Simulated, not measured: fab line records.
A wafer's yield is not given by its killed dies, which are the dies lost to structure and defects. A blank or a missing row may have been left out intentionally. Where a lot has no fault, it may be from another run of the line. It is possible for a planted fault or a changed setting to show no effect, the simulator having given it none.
2 desks, one fault -- flow gf180mcu -- only its own numbers are on each desk; what lay behind them is given at the end

THE METROLOGY DESK
What the gauges read, lot by lot, whatever tool the lot ran on: means of the sampled wafers that have a number. The brackets show how far a lot's mean lies from the usual mean; more than 4 standard deviations puts the lot out of limits, marked OUT.
Columns: A = cd_nm at GF_V1_CD_MEAS_14, usual 259.7 nm; B = V1_OVL at GF_V1_OVL_MEAS_15, usual -5 nm
lot,first seen here,A,B
L489,day 18 00:31,260.1,-0
L491,day 18 19:52,260.0,-5
L496,day 20 18:14,260.2,-14
L497,day 21 10:58,257.5,-2
L498,day 21 15:06,260.9,-12
L499,day 22 00:16,260.6,-0
This desk's verdict: no lot among the 6 shows anything out of limits.

THE TOOL OWNER'S DESK: pvd_sputter-01
The tool's own readings at GF_V1_SPUTTER_22 (material TiN, target thk 10 nm, time 40 s): means of the sampled wafers that have a number, for each lot that ran on this tool. The brackets show how far a lot's mean lies from the usual mean; more than 4 standard deviations puts the lot out of limits, marked OUT.
Columns: A = throttle_valve_pct at GF_V1_SPUTTER_22, usual 30.3 %
lot,first seen here,A
L491,day 18 20:43,30.9
L496,day 20 19:06,31.0
L498,day 21 15:59,30.9
This desk's verdict: no lot among the 3 shows anything out of limits.

PUT TOGETHER
At the metrology desk, nothing out of limits was observed.
The tool owner's desk saw nothing out of limits.

WHAT WAS PUT IN BY THE SIMULATOR
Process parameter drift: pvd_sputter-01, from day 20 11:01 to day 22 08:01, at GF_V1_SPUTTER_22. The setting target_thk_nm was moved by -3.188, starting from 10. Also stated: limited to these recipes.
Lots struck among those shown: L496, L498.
